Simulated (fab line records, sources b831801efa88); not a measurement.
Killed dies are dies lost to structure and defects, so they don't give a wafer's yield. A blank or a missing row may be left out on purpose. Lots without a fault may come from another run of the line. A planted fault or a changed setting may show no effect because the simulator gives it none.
fab line records | flow sky130
record lots=23 wafers=69 last_day=50
route steps=708 shown VT_ADJUST_NCORE@129 VT_ADJUST_HVTR@141 LI_CONTACT@376 CONTACT@423 CAP2M@606 METAL4@631
lots that met no fault: from a run of the same line without faults
start_h: hours from the record's first day to the start of the lot's first wafer shown | wait_h: hours since the lot's step before | " the same as in the row above | L1.1+2: a row that stands for several wafers | - no value, or no start given | * or withheld: withheld | < > ~ a bound
route shown NAME@n: a module of which the file shows steps, and the number in the route of the first | usual: mean/standard deviation of fault-free wafers | same: alike in all rows | chamber/n: place in a boat | sites: the reading at each site | _std_site: their standard deviation | _edge_site: outer sites' mean less inner sites' | radius_mm: how far each site lies from the wafer's centre | mask NAME#n: copy n | behind: the tool/chamber that last shaped the wafer | hold: why the lot was held/for how many hours/how that ended | device: the transistor (n, p or np) that didn't switch | end of line: the same wafers' tests at the end of the route | a step without rows: its recipe alone | killed: dies lost to structure and defects at the first sort, not the wafer's yield | map: a wafer's dies, x killed, . not, _ none there
set.NAME: the setting as run; set.NAME@STEP: as run at that earlier step | model.NAME: the simulator's own value behind a step, which no gauge read
steps of the route over a sample of lots; a table a step, a row a wafer
services: from which hour (start_h, from the record's first day; less than 0 if before it) a tool's chamber was out of use, for how many hours, and why
## steps
# step SKY_VT_ADJUST_NCORE_STRIP_10
# recipe chemistry=O2/N2 power_w=1400 pressure_mtorr=1500 platen_temp_c=withheld o2_flow_sccm=3000 n2_flow_sccm=300 overash_fraction=0.5
# usual chamber_pressure_mTorr=1500.1/1.4 drypump_motor_current_A=5.7/0.33 oes_product_au=0.716/0.0044 strip_time_to_endpoint_s=14.20/0.039
# same overash_fraction=0.5
# columns lot.wafer tool chamber start_h wait_h chamber_pressure_mTorr drypump_motor_current_A oes_product_au rf_hours_counter_h strip_time_to_endpoint_s
L074.1 plasma_asher-04 1 182.33 0.1 1499.4 6.2 0.718 6 14.15
L074.4 " 1 " " 1500.9 6.2 0.710 - 14.23
L074.5 " 1 " " 1500.6 6.2 0.710 - 14.16
L075.1 plasma_asher-02 1 188.11 0.1 1501.3 5.1 0.719 50 14.26
L075.5 " 1 " " 1498.0 5.1 0.715 - 14.18
L075.6 " 0 " " 1500.0 5.9 0.712 - 14.22
L076.4 plasma_asher-03 1 193.45 0.1 1501.7 5.5 0.721 - 14.19
L076.5 " 1 " " 1500.3 5.4 0.716 - 14.20
L076.6 " 0 " " 1501.3 5.7 0.716 - 14.16
L077.4 plasma_asher-04 1 197.01 0.1 1499.4 6.2 0.722 - 14.19
L077.5 " 1 " " 1500.0 6.2 0.718 - 14.20
L077.6 " 0 " " 1499.2 5.8 0.717 - 14.20
L078.3 plasma_asher-02 1 207.67 0.1 1500.7 5.1 0.710 - 14.24
L078.5 " 1 " " 1500.2 5.1 0.718 - 14.28
L078.6 " 0 " " 1501.1 5.9 0.718 - 14.29
L079.1 plasma_asher-04 1 217.03 0.1 1500.8 6.2 0.716 10 14.29
L079.2 " 0 " " 1498.9 5.8 0.716 10 14.22
L079.5 " 0 " " 1499.3 5.8 0.722 - 14.22
L080.3 plasma_asher-02 1 224.02 0.1 1501.1 5.1 0.718 - 14.15
L080.4 " 0 " " 1502.3 5.9 0.709 - 14.19
L080.5 " 0 " " 1500.2 5.9 0.714 - 14.17
L081.1 plasma_asher-02 0 233.73 0.1 1497.0 5.9 0.711 54 14.15
L081.5 " 1 " " 1496.7 5.1 0.712 - 14.20
L081.6 " 0 " " 1501.1 5.8 0.716 - 14.19
L082.2 plasma_asher-04 1 239.14 0.1 1501.8 6.2 0.723 12 14.20
L082.3 " 0 " " 1498.9 5.8 0.724 - 14.18
L082.6 " 1 " " 1499.7 6.2 0.716 - 14.24
L083.2 plasma_asher-04 1 245.63 0.1 1501.5 6.2 0.710 13 14.26
L083.4 " 1 " " 1498.2 6.2 0.714 - 14.21
L083.6 " 0 " " 1499.6 5.8 0.715 - 14.26
L084.1 plasma_asher-03 1 248.41 0.1 1501.8 5.4 0.711 56 14.23
L084.4 " 0 " " 1502.5 5.7 0.718 - 14.24
L084.6 " 1 " " 1501.6 5.4 0.718 - 14.28
L085.1 plasma_asher-02 1 261.76 0.1 1500.4 5.1 0.713 56 14.16
L085.2 " 0 " " 1501.0 5.9 0.714 56 14.16
L085.3 " 0 " " 1501.4 5.9 0.718 - 14.17
L086.2 plasma_asher-04 0 268.83 0.1 1500.6 5.8 0.719 14 14.18
L086.3 " 1 " " 1500.6 6.2 0.712 - 14.16
L086.5 " 1 " " 1497.7 6.2 0.714 - 14.21
L087.4 plasma_asher-03 0 274.40 0.1 1499.8 5.7 0.716 - 14.17
L087.5 " 0 " " 1500.1 5.7 0.715 - 14.19
L087.6 " 1 " " 1499.6 5.4 0.719 - 14.20
L088.4 plasma_asher-04 1 282.51 0.1 1499.5 6.1 0.715 - 14.26
L088.5 " 1 " " 1501.3 6.2 0.719 - 14.20
L088.6 " 0 " " 1498.5 5.8 0.709 - 14.20
L089.2 plasma_asher-03 1 291.08 0.1 1499.8 5.4 0.714 60 14.24
L089.3 " 0 " " 1500.1 5.7 0.711 - 14.23
L089.5 " 1 " " 1499.0 5.5 0.716 - 14.25
L090.1 plasma_asher-02 0 298.43 0.1 1498.7 5.8 0.712 60 14.12
L090.2 " 1 " " 1499.4 5.1 0.714 60 14.17
L090.5 " 0 " " 1500.0 5.8 0.718 - 14.14
L091.3 plasma_asher-03 1 303.60 0.1 1499.8 5.5 0.719 - 14.15
L091.5 " 0 " " 1500.0 5.8 0.715 - 14.19
L091.6 " 1 " " 1498.6 5.5 0.717 - 14.21
L092.2 plasma_asher-03 0 310.98 0.1 1499.2 5.8 0.717 62 14.19
L092.4 " 1 " " 1499.9 5.5 0.712 - 14.17
L092.5 " 1 " " 1499.7 5.5 0.719 - 14.19
L093.2 plasma_asher-02 1 319.93 0.1 1501.6 5.1 0.716 63 14.19
L093.4 " 1 " " 1501.1 5.1 0.709 - 14.18
L093.6 " 0 " " 1499.2 5.9 0.714 - 14.18
L094.1 plasma_asher-03 1 325.71 0.1 1501.2 5.5 0.715 64 14.21
L094.3 " 1 " " 1500.5 5.5 0.712 - 14.21
L094.5 " 1 " " 1499.9 5.5 0.715 - 14.21
L095.1 plasma_asher-03 1 332.88 0.1 1502.0 5.5 0.714 64 14.18
L095.3 " 0 " " 1500.0 5.7 0.719 - 14.16
L095.6 " 0 " " 1497.7 5.7 0.722 - 14.16
L097.1 plasma_asher-03 0 342.13 0.1 1503.6 5.7 0.720 65 14.23
L097.3 " 1 " " 1498.1 5.5 0.728 - 14.18
L097.6 " 1 " " 1500.5 5.5 0.714 - 14.21
# step SKY_VT_ADJUST_HVTR_STRIP_10
# recipe chemistry=O2/N2 power_w=1400 pressure_mtorr=1500 platen_temp_c=withheld o2_flow_sccm=3000 n2_flow_sccm=300 overash_fraction=0.5
# usual chamber_pressure_mTorr=1500.2/1.4 drypump_motor_current_A=5.7/0.39 oes_product_au=0.715/0.0047 strip_time_to_endpoint_s=14.18/0.039
# same overash_fraction=0.5
# columns lot.wafer tool chamber start_h wait_h chamber_pressure_mTorr drypump_motor_current_A oes_product_au rf_hours_counter_h strip_time_to_endpoint_s
L074.1 plasma_asher-04 0 203.69 0.1 1498.6 5.8 0.711 9 14.15
L074.4 " 1 " " 1501.4 6.2 0.714 - 14.18
L074.5 " 1 " " 1498.5 6.2 0.714 - 14.17
L075.1 plasma_asher-02 1 210.44 0.1 1500.5 5.1 0.717 51 14.20
L075.5 " 0 " " 1498.1 5.9 0.719 - 14.20
L075.6 " 1 " " 1501.6 5.1 0.713 - 14.16
L076.4 plasma_asher-04 0 215.48 0.1 1499.5 5.8 0.716 - 14.16
L076.5 " 1 " " 1500.8 6.2 0.713 - 14.10
L076.6 " 0 " " 1499.4 5.8 0.711 - 14.08
L077.4 plasma_asher-02 1 219.35 0.1 1502.0 5.1 0.712 - 14.12
L077.5 " 0 " " 1502.7 5.9 0.714 - 14.17
L077.6 " 1 " " 1498.2 5.1 0.717 - 14.15
L078.3 plasma_asher-04 0 230.00 0.1 1498.3 5.8 0.718 - 14.21
L078.5 " 1 " " 1499.3 6.3 0.711 - 14.20
L078.6 " 0 " " 1499.5 5.8 0.701 - 14.19
L079.1 plasma_asher-01 1 239.74 0.1 1501.1 5.5 0.718 43 14.20
L079.2 " 0 " " 1497.5 5.3 0.707 43 14.17
L079.5 " 0 " " 1500.0 5.3 0.713 - 14.17
L080.3 plasma_asher-02 1 246.93 0.1 1497.3 5.1 0.709 - 14.17
L080.4 " 0 " " 1500.5 5.9 0.713 - 14.11
L080.5 " 0 " " 1500.3 5.9 0.721 - 14.14
L081.1 plasma_asher-04 1 257.09 0.1 1501.4 6.2 0.714 14 14.20
L081.5 " 1 " " 1498.0 6.2 0.718 - 14.20
L081.6 " 0 " " 1497.7 5.8 0.717 - 14.19
L082.2 plasma_asher-02 0 263.76 0.1 1500.8 5.9 0.720 57 14.21
L082.3 " 1 " " 1501.8 5.1 0.709 - 14.20
L082.6 " 0 " " 1499.6 5.9 0.718 - 14.20
L083.2 plasma_asher-02 1 269.44 0.1 1498.4 5.1 0.719 58 14.22
L083.4 " 0 " " 1501.8 5.9 0.715 - 14.20
L083.6 " 1 " " 1501.5 5.1 0.715 - 14.17
L084.1 plasma_asher-02 1 272.29 0.1 1498.8 5.1 0.718 58 14.22
L084.4 " 1 " " 1501.8 5.1 0.704 - 14.21
L084.6 " 1 " " 1499.1 5.1 0.708 - 14.20
L085.1 plasma_asher-04 1 286.16 0.1 1500.7 6.3 0.716 16 14.09
L085.2 " 0 " " 1502.2 5.8 0.715 16 14.12
L085.3 " 1 " " 1498.3 6.2 0.722 - 14.21
L086.2 plasma_asher-01 1 293.34 0.1 1499.8 5.6 0.715 47 14.27
L086.3 " 0 " " 1500.6 5.3 0.718 - 14.25
L086.5 " 0 " " 1502.0 5.3 0.717 - 14.27
L087.4 plasma_asher-04 0 299.32 0.1 1501.0 5.8 0.716 - 14.18
L087.5 " 0 " " 1499.1 5.8 0.719 - 14.14
L087.6 " 1 " " 1500.4 6.2 0.707 - 14.20
L088.4 plasma_asher-02 1 308.33 0.1 1499.9 5.1 0.718 - 14.21
L088.5 " 1 " " 1499.8 5.1 0.712 - 14.23
L088.6 " 0 " " 1500.9 5.9 0.715 - 14.22
L089.2 plasma_asher-02 0 316.74 0.1 1499.2 5.9 0.716 62 14.27
L089.3 " 1 " " 1503.4 5.1 0.705 - 14.23
L089.5 " 0 " " 1498.1 5.9 0.713 - 14.23
L090.1 plasma_asher-01 1 323.04 0.1 1500.1 5.5 0.722 50 14.25
L090.2 " 0 " " 1500.9 5.3 0.713 50 14.20
L090.5 " 0 " " 1500.4 5.3 0.711 - 14.23
L091.3 plasma_asher-04 1 327.73 0.1 1499.1 6.2 0.713 - 14.21
L091.5 " 0 " " 1501.9 5.8 0.708 - 14.22
L091.6 " 1 " " 1498.7 6.2 0.716 - 14.20
L092.2 plasma_asher-01 1 336.84 0.1 1499.6 5.6 0.715 52 14.21
L092.4 " 0 " " 1501.1 5.3 0.714 - 14.14
L092.5 " 0 " " 1499.8 5.3 0.718 - 14.15
L093.2 plasma_asher-02 0 347.24 0.1 1498.2 5.9 0.723 65 14.16
L093.4 " 0 " " 1501.8 5.9 0.714 - 14.13
L093.6 " 0 " " 1497.7 5.9 0.715 - 14.11
L094.1 plasma_asher-04 1 353.01 0.1 1501.7 6.2 0.716 22 14.19
L094.3 " 1 " " 1502.0 6.2 0.718 - 14.15
L094.5 " 1 " " 1501.5 6.2 0.711 - 14.12
L095.1 plasma_asher-02 0 360.91 0.1 1501.6 5.9 0.721 67 14.19
L095.3 " 0 " " 1500.9 5.9 0.723 - 14.21
L095.6 " 0 " " 1501.0 5.9 0.717 - 14.18
L097.1 plasma_asher-04 1 369.51 0.1 1499.8 6.2 0.711 24 14.16
L097.3 " 1 " " 1498.8 6.1 0.713 - 14.20
L097.6 " 1 " " 1499.5 6.1 0.717 - 14.16
# step SKY_LI_CONTACT_ETCH_14
# recipe chemistry=N2/H2 target=BARC ion_energy_ev=200 source_w=500 bias_w=100 pressure_mtorr=30 n2_flow_sccm=100 h2_flow_sccm=200 stop_on=SiO2 time_s=45.9 target_depth_a=600
# usual chamber_pressure_mTorr=30.001/0.029 drypump_motor_current_A=5.8/0.37 oes_product_au=0.855/0.0045 throttle_valve_pct=13.226/0.0087
# columns lot.wafer tool chamber start_h wait_h chamber_pressure_mTorr drypump_motor_current_A oes_product_au rf_hours_counter_h throttle_valve_pct
L074.1 rie_diel-04 1 665.61 0.0 30.028 5.9 0.851 6 13.220
L074.4 " 3 " " 29.993 6.1 0.855 - 13.219
L074.5 " 1 " " 30.001 5.9 0.860 - 13.234
L075.1 rie_diel-04 0 677.11 0.0 29.973 5.8 0.851 7 13.242
L075.5 " 3 " " 29.995 6.0 0.864 - 13.218
L075.6 " 1 " " 29.992 5.9 0.862 - 13.236
L076.4 rie_diel-04 0 682.91 0.0 29.977 5.8 0.854 7 13.224
L076.5 " 3 " " 30.020 6.1 0.851 - 13.235
L076.6 " 0 " " 30.016 5.8 0.858 - 13.233
L077.4 rie_diel-02 0 690.51 0.0 29.997 5.5 0.853 1 13.218
L077.5 " 1 " " 29.979 5.3 0.855 - 13.241
L077.6 " 0 " " 29.968 5.5 0.860 - 13.233
L078.3 rie_diel-01 0 701.09 0.0 30.002 6.2 0.862 8 13.240
L078.5 " 1 " " 29.984 5.2 0.860 - 13.212
L078.6 " 2 " " 30.003 5.4 0.861 - 13.221
L079.1 rie_diel-02 1 717.59 0.0 30.003 5.3 0.854 3 13.227
L079.2 " 0 " " 30.038 5.5 0.856 2 13.219
L079.5 " 3 " " 30.078 6.1 0.853 - 13.217
L082.2 rie_diel-02 3 742.74 0.0 29.997 6.1 0.857 4 13.227
L082.3 " 0 " " 30.013 5.4 0.850 2 13.223
L082.6 " 1 " " 29.984 5.4 0.847 - 13.243
L080.3 rie_diel-04 2 745.19 0.0 30.039 5.9 0.849 2 13.215
L080.4 " 0 " " 30.012 5.8 0.851 9 13.240
L080.5 " 0 " " 29.943 5.8 0.856 - 13.227
L081.1 rie_diel-04 3 749.06 0.0 30.010 6.0 0.852 20 13.217
L081.5 " 1 " " 30.077 5.9 0.858 - 13.209
L081.6 " 2 " " 30.022 5.9 0.856 - 13.227
L083.2 rie_diel-04 3 751.64 0.0 29.966 6.0 0.855 20 13.236
L083.4 " 1 " " 29.970 5.9 0.861 8 13.228
L083.6 " 0 " " 30.045 5.8 0.850 - 13.229
L084.1 rie_diel-04 3 762.24 0.0 30.004 6.0 0.856 20 13.232
L084.4 " 0 " " 29.971 5.8 0.855 10 13.235
L084.6 " 1 " " 29.968 5.9 0.848 - 13.214
L085.1 rie_diel-02 0 769.69 0.0 29.980 5.5 0.855 3 13.241
L085.2 " 2 " " 29.992 5.0 0.862 6 13.209
L085.3 " 3 " " 29.917 6.1 0.855 5 13.230
L086.2 rie_diel-01 1 777.36 0.0 29.978 5.3 0.855 20 13.237
L086.3 " 2 " " 30.036 5.4 0.863 1 13.214
L086.5 " 3 " " 30.002 6.4 0.856 - 13.227
L087.4 rie_diel-02 3 779.44 0.0 30.014 6.1 0.850 5 13.213
L087.5 " 1 " " 30.059 5.3 0.852 - 13.213
L087.6 " 0 " " 30.037 5.5 0.853 - 13.222
L088.4 rie_diel-01 2 793.61 0.0 30.058 5.4 0.852 - 13.228
L088.5 " 0 " " 29.980 6.3 0.844 - 13.230
L088.6 " 3 " " 29.987 6.3 0.853 - 13.230
L089.2 rie_diel-01 0 800.36 0.0 30.014 6.2 0.859 10 13.226
L089.3 " 1 " " 30.037 5.3 0.850 20 13.221
L089.5 " 3 " " 29.971 6.2 0.852 - 13.218
L090.1 rie_diel-04 3 803.84 0.0 30.030 6.0 0.852 21 13.213
L090.2 " 2 " " 30.047 5.9 0.852 3 13.220
L090.5 " 1 " " 29.996 5.9 0.856 - 13.230
L091.3 rie_diel-04 2 811.94 0.0 30.002 5.9 0.852 4 13.214
L091.5 " 0 " " 30.018 5.8 0.865 - 13.213
L091.6 " 3 " " 29.980 6.0 0.851 - 13.233
L092.2 rie_diel-04 2 823.91 0.0 29.992 5.9 0.858 4 13.219
L092.4 " 1 " " 29.997 5.9 0.846 11 13.228
L092.5 " 3 " " 30.040 6.0 0.851 - 13.222
L093.2 rie_diel-01 3 833.09 0.0 30.015 6.2 0.857 9 13.236
L093.4 " 1 " " 29.988 5.2 0.849 21 13.222
L093.6 " 2 " " 30.011 5.4 0.862 - 13.237
L094.1 rie_diel-04 3 839.31 0.0 30.012 6.0 0.862 23 13.230
L094.3 " 0 " " 30.042 5.8 0.849 12 13.222
L094.5 " 2 " " 30.013 5.9 0.855 - 13.228
L095.1 rie_diel-01 3 845.41 0.0 30.016 6.2 0.859 10 13.231
L095.3 " 0 " " 30.001 6.2 0.863 12 13.234
L095.6 " 0 " " 30.039 6.3 0.860 - 13.226
L097.1 rie_diel-01 1 848.71 0.0 29.965 5.3 0.848 22 13.237
L097.3 " 3 " " 30.027 6.3 0.852 10 13.225
L097.6 " 0 " " 29.991 6.2 0.849 - 13.211
# step SKY_CONTACT_ETCH_17
# recipe target=SiO2 chemistry=C4F8/O2/Ar stop_on=Si3N4 mask_material=KrF-thick source_w=1500 bias_w=1200 pressure_mtorr=40 c4f8_flow_sccm=withheld O2_flow_sccm=6 Ar_flow_sccm=300 time_s=withheld target_depth_a=3400
# usual chamber_pressure_mTorr=40.00/0.034 oes_product_au=0.891/0.0047
# columns lot.wafer tool chamber start_h wait_h chamber_pressure_mTorr oes_product_au
L074.1 rie_diel-03 3 724.63 0.0 39.98 0.889
L074.4 " 2 " " 40.04 0.891
L074.5 " 3 " " 40.02 0.898
L075.1 rie_diel-01 0 735.04 0.0 40.05 0.891
L075.5 " 0 " " 39.99 0.891
L075.6 " 1 " " 39.96 0.893
L076.4 rie_diel-01 0 741.34 0.0 40.05 0.890
L076.5 " 2 " " 40.01 0.886
L076.6 " 3 " " 40.01 0.895
L077.4 rie_diel-03 0 749.93 0.0 39.97 0.896
L077.5 " 1 " " 40.03 0.894
L077.6 " 0 " " 40.04 0.890
L078.3 rie_diel-04 1 759.42 0.0 40.06 0.885
L078.5 " 3 " " 39.96 0.896
L078.6 " 2 " " 40.03 0.888
L079.1 rie_diel-01 2 776.29 0.0 40.01 0.888
L079.2 " 1 " " 39.95 0.900
L079.5 " 0 " " 40.02 0.890
L082.2 rie_diel-04 3 799.82 0.0 40.05 0.897
L082.3 " 2 " " 39.99 0.883
L082.6 " 1 " " 40.03 0.887
L080.3 rie_diel-01 3 802.47 0.0 39.98 0.898
L080.4 " 2 " " 39.97 0.894
L080.5 " 0 " " 40.05 0.904
L081.1 rie_diel-03 0 805.18 0.0 40.02 0.894
L081.5 " 2 " " 40.00 0.890
L081.6 " 1 " " 39.96 0.892
L083.2 rie_diel-03 2 807.82 0.0 39.94 0.890
L083.4 " 0 " " 40.04 0.894
L083.6 " 3 " " 40.10 0.887
L084.1 rie_diel-03 3 817.74 0.0 39.96 0.897
L084.4 " 1 " " 40.07 0.888
L084.6 " 1 " " 39.97 0.896
L085.1 rie_diel-01 1 824.63 0.0 40.04 0.892
L085.2 " 3 " " 40.07 0.898
L085.3 " 0 " " 39.99 0.895
L086.2 rie_diel-04 1 833.73 0.0 39.99 0.883
L086.3 " 2 " " 40.02 0.894
L086.5 " 3 " " 40.03 0.896
L087.4 rie_diel-01 0 834.98 0.0 40.03 0.887
L087.5 " 0 " " 39.97 0.892
L087.6 " 3 " " 39.97 0.891
L088.4 rie_diel-01 1 848.20 0.0 40.00 0.892
L088.5 " 3 " " 39.98 0.889
L088.6 " 0 " " 40.00 0.899
L089.2 rie_diel-03 2 855.92 0.0 40.03 0.885
L089.3 " 1 " " 39.99 0.887
L089.5 " 1 " " 40.04 0.890
L090.1 rie_diel-03 1 859.03 0.0 40.06 0.891
L090.2 " 0 " " 39.95 0.884
L090.5 " 1 " " 40.00 0.882
L091.3 rie_diel-04 3 866.47 0.0 39.96 0.896
L091.5 " 3 " " 39.95 0.890
L091.6 " 2 " " 40.00 0.894
L092.2 rie_diel-03 1 878.62 0.0 39.94 0.891
L092.4 " 2 " " 40.04 0.879
L092.5 " 3 " " 39.95 0.885
L093.2 rie_diel-04 1 886.33 0.0 40.00 0.893
L093.4 " 3 " " 40.03 0.888
L093.6 " 2 " " 39.94 0.898
L094.1 rie_diel-01 0 895.27 0.0 39.99 0.889
L094.3 " 2 " " 40.02 0.898
L094.5 " 3 " " 40.00 0.894
L095.1 rie_diel-04 3 898.93 0.0 40.04 0.890
L095.3 " 0 " " 40.05 0.890
L095.6 " 0 " " 39.99 0.884
L097.1 rie_diel-03 3 902.82 0.0 40.02 0.891
L097.3 " 1 " " 39.98 0.889
L097.6 " 1 " " 40.00 0.885
# step SKY_CAP2M_RS_MEAS_03
# recipe thk_meas_gauge=four-point-probe reads=TiN_of_CAP2M_SPUTTER_02
# usual CAP2M_TIN_RS=6.91/0.077
# columns lot.wafer tool chamber start_h wait_h CAP2M_TIN_RS[ohm/sq]
L074.1 film_metro-04 - 922.25 0.1 6.97
L074.4 " - " " 6.87
L074.5 " - " " 6.95
L075.1 film_metro-04 - 928.60 0.1 6.82
L075.5 " - " " 6.74
L075.6 " - " " 6.81
L076.4 film_metro-04 - 936.70 0.1 6.89
L076.5 " - " " 6.97
L076.6 " - " " 6.99
L077.4 film_metro-03 - 943.42 0.1 6.94
L077.5 " - " " 6.97
L077.6 " - " " 7.00
L078.3 film_metro-02 - 951.52 0.1 6.89
L078.5 " - " " 6.93
L078.6 " - " " 6.93
L079.1 film_metro-03 - 967.47 0.1 6.96
L079.2 " - " " 6.96
L079.5 " - " " 6.95
L082.2 film_metro-02 - 990.82 0.1 6.98
L082.3 " - " " 6.94
L082.6 " - " " 6.99
L080.3 film_metro-02 - 991.86 0.1 6.91
L080.4 " - " " 6.82
L080.5 " - " " 6.83
L081.1 film_metro-04 - 994.39 0.1 6.93
L081.5 " - " " 6.90
L081.6 " - " " 6.93
L083.2 film_metro-03 - 996.79 0.1 6.86
L083.4 " - " " 6.87
L083.6 " - " " 6.80
L084.1 film_metro-04 - 1003.59 0.1 6.69
L084.4 " - " " 6.73
L084.6 " - " " 6.75
L085.1 film_metro-02 - 1010.69 0.1 6.82
L085.2 " - " " 6.87
L085.3 " - " " 6.81
L086.2 film_metro-03 - 1019.26 0.1 6.75
L086.3 " - " " 6.71
L086.5 " - " " 6.79
L087.4 film_metro-03 - 1019.89 0.1 7.00
L087.5 " - " " 7.01
L087.6 " - " " 7.05
L088.4 film_metro-03 - 1030.96 0.1 6.89
L088.5 " - " " 6.96
L088.6 " - " " 6.87
L089.2 film_metro-03 - 1037.71 0.1 6.93
L089.3 " - " " 6.97
L089.5 " - " " 6.99
L090.1 film_metro-03 - 1038.59 0.1 6.89
L090.2 " - " " 6.97
L090.5 " - " " 6.98
L091.3 film_metro-03 - 1047.71 0.1 6.83
L091.5 " - " " 6.86
L091.6 " - " " 6.86
L092.2 film_metro-02 - 1057.83 0.1 6.97
L092.4 " - " " 6.98
L092.5 " - " " 6.95
L093.2 film_metro-03 - 1061.83 0.1 6.95
L093.4 " - " " 6.94
L093.6 " - " " 6.99
L094.1 film_metro-03 - 1070.49 0.1 7.03
L094.3 " - " " 6.95
L094.5 " - " " 7.01
L095.1 film_metro-04 - 1075.28 0.1 6.92
L095.3 " - " " 6.84
L095.6 " - " " 6.90
L097.1 film_metro-02 - 1077.64 0.1 7.04
L097.3 " - " " 6.91
L097.6 " - " " 6.96
# step SKY_METAL4_DESCUM_15
# recipe chemistry=O2 source_power_w=150 bias_power_w=0 pressure_mtorr=10 temp_c=40 time_s=8
# usual chamber_pressure_mTorr=9.998/0.0094 drypump_motor_current_A=5.6/0.56 he_backside_leak_sccm=3.5/0.38 oes_product_au=1.001/0.008
# columns lot.wafer tool chamber start_h wait_h chamber_pressure_mTorr drypump_motor_current_A he_backside_leak_sccm oes_product_au rf_hours_counter_h
L074.1 rie_metal-03 0 971.49 0.0 10.004 5.9 3.6 0.999 9
L074.4 " 0 " " 10.004 5.9 3.7 1.007 -
L074.5 " 1 " " 10.004 5.4 3.6 1.007 -
L075.1 rie_metal-03 1 976.99 0.0 9.994 5.4 3.6 1.009 18
L075.5 " 0 " " 9.992 5.9 3.2 1.004 -
L075.6 " 1 " " 10.009 5.4 3.5 1.019 -
L076.4 rie_metal-04 0 985.89 0.0 9.998 6.5 3.4 0.990 -
L076.5 " 1 " " 10.003 4.9 3.1 1.016 -
L076.6 " 0 " " 9.982 6.5 3.4 1.007 -
L077.4 rie_metal-01 0 993.92 0.0 9.995 5.8 3.8 0.999 -
L077.5 " 1 " " 10.002 4.9 3.5 0.995 -
L077.6 " 0 " " 9.985 5.8 3.7 1.010 -
L078.3 rie_metal-03 1 999.72 0.0 9.998 5.4 3.5 1.003 -
L078.5 " 0 " " 10.011 5.9 3.5 0.998 -
L078.6 " 1 " " 9.997 5.4 3.6 0.997 -
L079.1 rie_metal-03 0 1014.28 0.0 9.997 5.9 3.7 1.004 11
L079.2 " 1 " " 10.011 5.4 3.8 1.012 20
L079.5 " 0 " " 9.990 5.9 3.7 1.002 -
L082.2 rie_metal-01 1 1037.23 0.0 9.990 4.9 3.5 0.988 13
L082.3 " 0 " " 10.009 5.8 3.3 0.997 -
L082.6 " 0 " " 10.001 5.8 3.4 1.000 -
L080.3 rie_metal-04 0 1038.05 0.0 9.993 6.6 3.0 0.988 -
L080.4 " 1 " " 10.000 4.9 3.4 1.004 -
L080.5 " 1 " " 9.997 4.9 3.3 1.004 -
L081.1 rie_metal-04 1 1040.13 0.0 9.998 4.9 3.3 1.009 23
L081.5 " 0 " " 10.006 6.6 3.2 0.995 -
L081.6 " 1 " " 10.020 4.9 3.4 1.011 -
L083.2 rie_metal-03 0 1042.36 0.0 10.024 5.9 3.6 0.999 13
L083.4 " 1 " " 10.002 5.4 4.2 0.993 -
L083.6 " 1 " " 10.002 5.4 3.6 1.000 -
L084.1 rie_metal-01 0 1049.64 0.0 10.001 5.8 3.6 1.013 17
L084.4 " 1 " " 10.008 4.9 3.5 0.992 -
L084.6 " 1 " " 10.008 4.9 3.6 0.990 -
L085.1 rie_metal-04 0 1056.57 0.0 9.996 6.5 3.3 0.993 21
L085.2 " 0 " " 9.999 6.5 3.2 0.995 -
L085.3 " 0 " " 9.978 6.5 3.4 0.998 -
L086.2 rie_metal-01 0 1062.79 0.0 10.002 5.8 3.6 1.016 17
L086.3 " 1 " " 9.986 5.0 3.5 1.001 -
L086.5 " 1 " " 9.979 5.0 3.5 0.986 -
L087.4 rie_metal-03 1 1064.29 0.0 10.000 5.4 3.5 1.005 -
L087.5 " 0 " " 9.989 5.9 3.5 1.004 -
L087.6 " 1 " " 9.983 5.4 3.7 1.010 -
L088.4 rie_metal-01 1 1074.40 0.0 9.996 4.9 3.5 0.996 -
L088.5 " 0 " " 10.003 5.8 3.5 0.987 -
L088.6 " 1 " " 9.995 4.9 3.6 0.989 -
L089.2 rie_metal-03 1 1081.52 0.0 10.021 5.4 3.3 1.004 24
L089.3 " 1 " " 9.982 5.4 3.5 1.013 -
L089.5 " 0 " " 10.000 5.9 6.6 1.005 -
L090.1 rie_metal-03 0 1082.74 0.0 10.026 5.9 3.3 1.007 16
L090.2 " 1 " " 10.011 5.3 3.8 1.000 25
L090.5 " 0 " " 9.997 5.9 3.4 1.006 -
L091.3 rie_metal-03 1 1089.59 0.0 9.996 5.4 3.5 1.011 -
L091.5 " 0 " " 10.004 5.9 3.3 1.002 -
L091.6 " 1 " " 10.003 5.4 3.6 1.005 -
L092.2 rie_metal-04 0 1098.89 0.0 10.009 6.6 3.1 0.979 25
L092.4 " 0 " " 10.002 6.6 3.2 0.990 -
L092.5 " 0 " " 9.985 6.6 3.2 0.992 -
L093.2 rie_metal-04 1 1103.81 0.0 9.987 4.9 3.3 1.009 3
L093.4 " 0 " " 10.000 6.5 3.1 1.001 -
L093.6 " 0 " " 9.995 6.5 3.1 0.994 -
L094.1 rie_metal-04 0 1112.43 0.0 9.989 6.5 3.4 0.992 26
L094.3 " 0 " " 9.994 6.5 3.0 0.992 -
L094.5 " 0 " " 9.986 6.6 3.1 0.993 -
L095.1 rie_metal-01 1 1116.68 0.0 9.991 4.9 3.5 1.000 19
L095.3 " 0 " " 10.009 5.8 3.3 0.993 -
L095.6 " 0 " " 9.995 5.8 3.2 1.004 -
L097.1 rie_metal-01 1 1118.27 0.0 9.996 4.9 3.7 0.999 19
L097.3 " 1 " " 10.000 5.0 3.6 0.997 -
L097.6 " 1 " " 9.995 5.0 3.7 0.995 -
## services
# columns tool chamber start_h hours kind
rie_diel-04 2 170.16 3.9 repair
rie_diel-04 3 204.97 2.8 repair
plasma_asher-04 - 260.32 7.4 repair
plasma_asher-02 - 377.76 0.6 repair
rie_diel-04 1 391.57 15.4 repair
rie_diel-04 3 395.09 4.6 repair
plasma_asher-02 - 421.25 9.0 pm
plasma_asher-02 - 433.32 1.2 repair
rie_diel-04 0 446.31 9.7 repair
rie_diel-04 2 483.63 42.0 repair
rie_diel-04 2 552.23 3.4 repair
plasma_asher-02 - 559.34 2.8 pm
rie_diel-04 3 601.84 13.1 repair
plasma_asher-02 - 604.04 1.7 repair
rie_diel-04 - 704.32 1.8 repair
rie_diel-04 1 725.24 15.6 repair
rie_diel-04 2 730.34 5.1 repair
rie_diel-04 1 854.48 2.7 repair
rie_diel-04 0 879.64 1.5 repair
plasma_asher-02 - 897.58 1.9 repair
rie_diel-04 0 913.14 2.5 repair
rie_diel-04 2 971.29 7.3 repair
plasma_asher-02 - 1089.96 0.7 repair
rie_diel-04 2 1113.39 12.9 repair
## key
fault none
